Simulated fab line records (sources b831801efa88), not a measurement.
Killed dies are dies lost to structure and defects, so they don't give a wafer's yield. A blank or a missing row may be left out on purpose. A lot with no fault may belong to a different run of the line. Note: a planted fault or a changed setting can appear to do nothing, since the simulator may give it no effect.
Lot-split experiment    flow sfq_line    route with 325 steps; 5 lots, 23 wafers read

ON THE SPLIT
At SFQ_TRILAYER_I3_VIA_LITHO_COAT_085 (resist thk 650 nm), the setting resist_thk_nm was moved away from the recipe's 650 nm on 5 of the 23 wafers read, by -3.4% to +4.8%. For the rest of the wafers, this setting stayed at what the recipe calls for.

FROM THE SPLIT TO THE READING: what the file shows between them, 4 steps
- SFQ_TRILAYER_I3_VIA_LITHO_SOFTBAKE_089
- SFQ_TRILAYER_I3_VIA_LITHO_EXPOSE_086: exposes mask I3, target cd 500 nm
- SFQ_TRILAYER_I3_VIA_LITHO_DEVELOP_087: time 60 s
- SFQ_TRILAYER_I3_VIA_BARC_OPEN_VIA_ETCH_121: etches BARC in O2, target depth 125 nm, time 41.7 s

THE READING
KrF_of_TRILAYER_I3_VIA_LITHO_COAT_085.thk_nm (the simulator's own value, which no gauge read), in nm, at SFQ_TRILAYER_I3_VIA_ETCH_VIA_ETCH_088 (etches SiO2 in CHF3, stops on Nb, target depth 260 nm). There is no usual value for it anywhere in the file. The 18 wafers here that ran the recipe average 529.0 nm, standard deviation 1.8 nm.

wafer   tool, chamber at the split  resist_thk_nm as run, nm  against the recipe  KrF_of_TRILAYER_I3_VIA_LITHO_COAT_085.thk_nm, nm  against lot-mates on the recipe
L074.3  litho_track-02, 0           650                       recipe              528.9                                             -
L074.4  litho_track-02, 0           650                       recipe              531.5                                             -
L074.5  litho_track-02, 0           650                       recipe              531                                               -
L078.1  litho_track-02, 0           627.8                     -3.4%               506.7                                             -24.7
L078.2  litho_track-02, 0           627.8                     -3.4%               508.3                                             -23.1
L078.4  litho_track-02, 0           650                       recipe              529.8                                             -
L078.5  litho_track-02, 0           627.8                     -3.4%               505.8                                             -25.6
L078.6  litho_track-02, 0           650                       recipe              533                                               -
L079.1  litho_track-04, 0           650                       recipe              529.2                                             -
L079.2  litho_track-04, 0           650                       recipe              527.8                                             -
L079.3  litho_track-04, 0           650                       recipe              526.3                                             -
L079.4  litho_track-04, 0           650                       recipe              530.6                                             -
L079.6  litho_track-04, 0           650                       recipe              529.6                                             -
L083.1  litho_track-02, 0           650                       recipe              528                                               -
L083.2  litho_track-02, 0           650                       recipe              528.3                                             -
L083.4  litho_track-02, 0           681.5                     +4.8%               558.3                                             +31.0
L083.5  litho_track-02, 0           650                       recipe              525.5                                             -
L083.6  litho_track-02, 0           681.5                     +4.8%               558.5                                             +31.2
L084.1  litho_track-03, 0           650                       recipe              527.7                                             -
L084.2  litho_track-03, 0           650                       recipe              528.9                                             -
L084.3  litho_track-03, 0           650                       recipe              530.8                                             -
L084.4  litho_track-03, 0           650                       recipe              527.4                                             -
L084.5  litho_track-03, 0           650                       recipe              528.6                                             -

THE FIT
A straight line over all 23 wafers: KrF_of_TRILAYER_I3_VIA_LITHO_COAT_085.thk_nm changes by +6.23 nm for each +1% of resist_thk_nm; r = +0.99; the points scatter about the line by 1.8 nm.
The same after taking each lot's own level away (the mean of its wafers on the recipe; 23 wafers): +6.74 nm for each +1%; r = +0.99; scatter 1.4 nm.
That fit puts the effect of the largest move of resist_thk_nm on the reading at 33 nm.
From 527.27 to 531.40 nm: that is the span of the lots' own levels, equal to 2.3 times the standard deviation above.
Consequently the slope shifts little with the lot-to-lot level, the two slopes agreeing.
Check: for one of the wafers moved furthest among these (+4.8%), held out of the fit, the line's prediction against its lot-mates is +33 nm. It came out at +31 nm against them.

THE WHOLE CHAIN: every reading that the file lists as answering this split, in the file's order
step                                        what it does                                           reading                                                                                        change (the file's fit)               r (the file's)
SFQ_TRILAYER_I3_VIA_LITHO_COAT_085          resist thk 650 nm                                      KrF_of_TRILAYER_I3_VIA_LITHO_COAT_085.thk_nm (the simulator's own value, which no gauge read)  +6.43 nm for each +1% of the setting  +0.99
SFQ_TRILAYER_I3_VIA_BARC_OPEN_VIA_ETCH_121  etches BARC in O2, target depth 125 nm, time 41.7 s    KrF_of_TRILAYER_I3_VIA_LITHO_COAT_085.thk_nm (the simulator's own value, which no gauge read)  +6.52 nm for each +1% of the setting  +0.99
SFQ_TRILAYER_I3_VIA_ETCH_VIA_ETCH_088       etches SiO2 in CHF3, stops on Nb, target depth 260 nm  KrF_of_TRILAYER_I3_VIA_LITHO_COAT_085.thk_nm (the simulator's own value, which no gauge read)  +6.67 nm for each +1% of the setting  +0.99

THE FILE'S OWN FIT
KrF_of_TRILAYER_I3_VIA_LITHO_COAT_085.thk_nm changes by +6.67 nm for each +1% of resist_thk_nm, r = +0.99.
